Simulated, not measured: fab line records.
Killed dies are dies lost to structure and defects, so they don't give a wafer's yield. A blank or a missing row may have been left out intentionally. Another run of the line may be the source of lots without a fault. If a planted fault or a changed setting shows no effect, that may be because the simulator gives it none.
A struck lot beside a sound one | flow sky130 | 26 out of 708 route steps
Sound: these wafers, L528.2, L528.3, L528.5. Wafers L531.4, L531.5, L531.6 were the ones struck. The cause comes at the end.
Per side, at each step with rows, come the tool, then ch with its chambers, and then its first start. Under that, the readings that differ: sound wafers | struck wafers | difference of the means | sigmas: that difference in standard deviations of wafers without a fault.
alike: same words and numbers on both sides, and readings whose means sit less than 2 such deviations apart. not compared: any withheld reading, any reading some wafer has no value for, any bound like >300 that may hide the same value, and any number with overlapping values for which the record gives no deviation.
The two part at a step that has a row with sigmas, a row that says differs or no value, or rows on one side only. Non-overlapping numbers with no deviation appear without sigmas and do not part them. A reading that every wafer of one side lacks parts them only if that side has two wafers or more.

first, 1 step without rows for these wafers: SKY_LDD_P_IMPLANT_09.
SKY_LDD_P_STRIP_10: strips in O2/N2.
  sound on plasma_asher-02 ch 0,1, day 22 08:39; struck on plasma_asher-01 ch 0,1, day 23 20:16
  alike: chamber_pressure_mTorr, drypump_motor_current_A, oes_product_au, strip_time_to_endpoint_s
  not compared: rf_hours_counter_h
SKY_LDD_P_TW_MEAS_11:
  sound on film_metro-04, day 22 08:46; struck on film_metro-02, day 23 20:22
  alike: LDD_P_TW
then, 7 steps without rows for these wafers: SKY_LDD_HVN_DEHYDRATE_00 (time 60 s); SKY_LDD_HVN_HMDS_01 (prime time 60 s); SKY_LDD_HVN_COAT_02 (resist thk 300 nm); SKY_LDD_HVN_SOFTBAKE_03 (time 60 s); SKY_LDD_HVN_EXPOSE_04 (exposes mask HVNTM, target cd 700 nm); SKY_LDD_HVN_PEB_05; SKY_LDD_HVN_DEVELOP_06 (develop time 60 s).
SKY_LDD_HVN_OVL_MEAS_07:
  sound on overlay-02, day 23 15:29; struck on overlay-02, day 25 01:58
  alike: LDD_HVN_OVL
then, 1 step without rows for these wafers: SKY_LDD_HVN_IMPLANT_08.
SKY_LDD_HVN_STRIP_09: strips in O2/N2.
  sound on plasma_asher-03 ch 0,1, day 23 15:40; struck on plasma_asher-01 ch 0,1, day 25 02:10
  no value came back on the struck wafers for any of 5 readings (chamber_pressure_mTorr (mTorr), drypump_motor_current_A (A) and others); on the sound wafers chamber_pressure_mTorr (mTorr) reads 1500.4 1498.8 1499.6
  reading                                      | sound | struck            | difference | sigmas
  model.NOVOLAK_of_LDD_HVN_COAT_02.thk_nm (nm) | 0 0 0 | 298.1 299.3 299.3 | +298.9     |
  not compared: rf_hours_counter_h
SKY_LDD_HVN_TW_MEAS_10:
  sound on film_metro-02, day 23 15:47; struck on film_metro-02, day 25 02:15
  alike: LDD_HVN_TW
then, 7 steps without rows for these wafers: SKY_LDD_HVP_DEHYDRATE_00 (time 60 s); SKY_LDD_HVP_HMDS_01 (prime time 60 s); SKY_LDD_HVP_COAT_02 (resist thk 300 nm); SKY_LDD_HVP_SOFTBAKE_03 (time 60 s); SKY_LDD_HVP_EXPOSE_04 (exposes mask HVPTM, target cd 700 nm); SKY_LDD_HVP_PEB_05; SKY_LDD_HVP_DEVELOP_06 (develop time 60 s).
SKY_LDD_HVP_OVL_MEAS_07:
  sound on overlay-02, day 24 20:27; struck on overlay-01, day 26 08:00
  alike: LDD_HVP_OVL
then, 1 step without rows for these wafers: SKY_LDD_HVP_IMPLANT_08.
SKY_LDD_HVP_STRIP_09: strips in O2/N2.
  sound on plasma_asher-03 ch 0,1, day 24 20:38; struck on plasma_asher-03 ch 0,1, day 26 08:12
  reading                      | sound             | struck            | difference | sigmas
  oes_product_au (a.u.)        | 0.402 0.413 0.404 | 0.607 0.615 0.604 | +0.202     | +45
  strip_time_to_endpoint_s (s) | 4.116 4.113 4.134 | 8.929 8.954 8.962 | +4.827     | +99 or more
  alike: chamber_pressure_mTorr, drypump_motor_current_A
  not compared: rf_hours_counter_h
SKY_LDD_HVP_TW_MEAS_10:
  sound on film_metro-01, day 24 20:44; struck on film_metro-03, day 26 08:18
  reading    | sound       | struck   | difference | sigmas
  LDD_HVP_TW | 452 453 454 | 30 30 30 | -423       | -96
then, 1 step without rows for these wafers: SKY_LDD_LDN_DEHYDRATE_00 (time 60 s).

## WHERE THEY PART
Last at SKY_LDD_HVP_TW_MEAS_10 as far as this record goes, first at SKY_LDD_HVN_STRIP_09.

WHY: what the simulator had put in
Beginning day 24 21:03, the whole step at SKY_LDD_HVN_STRIP_09 was skipped on plasma_asher-01. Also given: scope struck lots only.
